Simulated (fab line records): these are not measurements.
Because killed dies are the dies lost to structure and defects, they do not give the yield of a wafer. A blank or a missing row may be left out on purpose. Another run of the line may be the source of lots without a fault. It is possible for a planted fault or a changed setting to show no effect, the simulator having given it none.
Which tool was responsible? || flow gf180mcu || 21 wafers from 7 lots sampled at 2 of the route's 602 steps

== WHAT THE GAUGES READ, wafer by wafer ==
GF_V2_CD_MEAS_14: target cd 260 nm.
{"lot": "L378", "measured": "day 21 00:20", "on": "cd_sem-02", "cd_nm (nm)": "260.7 262.5 262.0"}
{"lot": "L380", "measured": "day 21 18:45", "on": "cd_sem-02", "cd_nm (nm)": "261.0 262.1 261.6"}
{"lot": "L382", "measured": "day 22 01:50", "on": "cd_sem-01", "cd_nm (nm)": "259.1 259.6 260.0"}
{"lot": "L386", "measured": "day 24 05:38", "on": "cd_sem-01", "cd_nm (nm)": "259.1 260.5 260.1"}
{"lot": "L393", "measured": "day 25 20:46", "on": "cd_sem-02", "cd_nm (nm)": "261.1 261.9 260.5"}
{"lot": "L398", "measured": "day 27 11:32", "on": "cd_sem-01", "cd_nm (nm)": "259.9 261.4 260.8"}
{"lot": "L400", "measured": "day 27 23:38", "on": "cd_sem-02", "cd_nm (nm)": "258.5 259.4 259.4"}

== WHICH TOOL RAN EACH LOT (tool, then ch and the chambers of the sampled wafers, then the start) ==
{"lot": "L378", "GF_VT_IMPLANT_DEVELOP_28": "litho_track-02 ch 0, day 7 08:05"}
{"lot": "L380", "GF_VT_IMPLANT_DEVELOP_28": "litho_track-03 ch 0, day 7 22:39"}
{"lot": "L382", "GF_VT_IMPLANT_DEVELOP_28": "litho_track-02 ch 0, day 8 05:50"}
{"lot": "L386", "GF_VT_IMPLANT_DEVELOP_28": "litho_track-03 ch 0, day 9 15:13"}
{"lot": "L393", "GF_VT_IMPLANT_DEVELOP_28": "litho_track-04 ch 0, day 11 02:55"}
{"lot": "L398", "GF_VT_IMPLANT_DEVELOP_28": "litho_track-04 ch 0, day 12 15:10"}
{"lot": "L400", "GF_VT_IMPLANT_DEVELOP_28": "litho_track-02 ch 0, day 13 04:14"}
- GF_VT_IMPLANT_DEVELOP_28: develop time 60 s.

== THE ANSWER, worked out from the rows above alone ==
Rule: the usual values come from the lots themselves. Put in order of their means at a reading, lots are off if they are a third of the lots or fewer, leave a main group of 4 or more, and stand apart from it by a gap of 3 or more times the standard deviation of the main group's means; of several such gaps the widest counts. The tables above print the reading to a certain number of digits; a main group whose means all agree to those digits is not used. Also off: a lot with no number at a reading for which 4 or more lots have one. The other lots that the step has rows for count as sound.
No lot is off on any of the readings shown, so nothing can be concluded from this.

== WHAT HAD BEEN PUT IN BY THE SIMULATOR ==
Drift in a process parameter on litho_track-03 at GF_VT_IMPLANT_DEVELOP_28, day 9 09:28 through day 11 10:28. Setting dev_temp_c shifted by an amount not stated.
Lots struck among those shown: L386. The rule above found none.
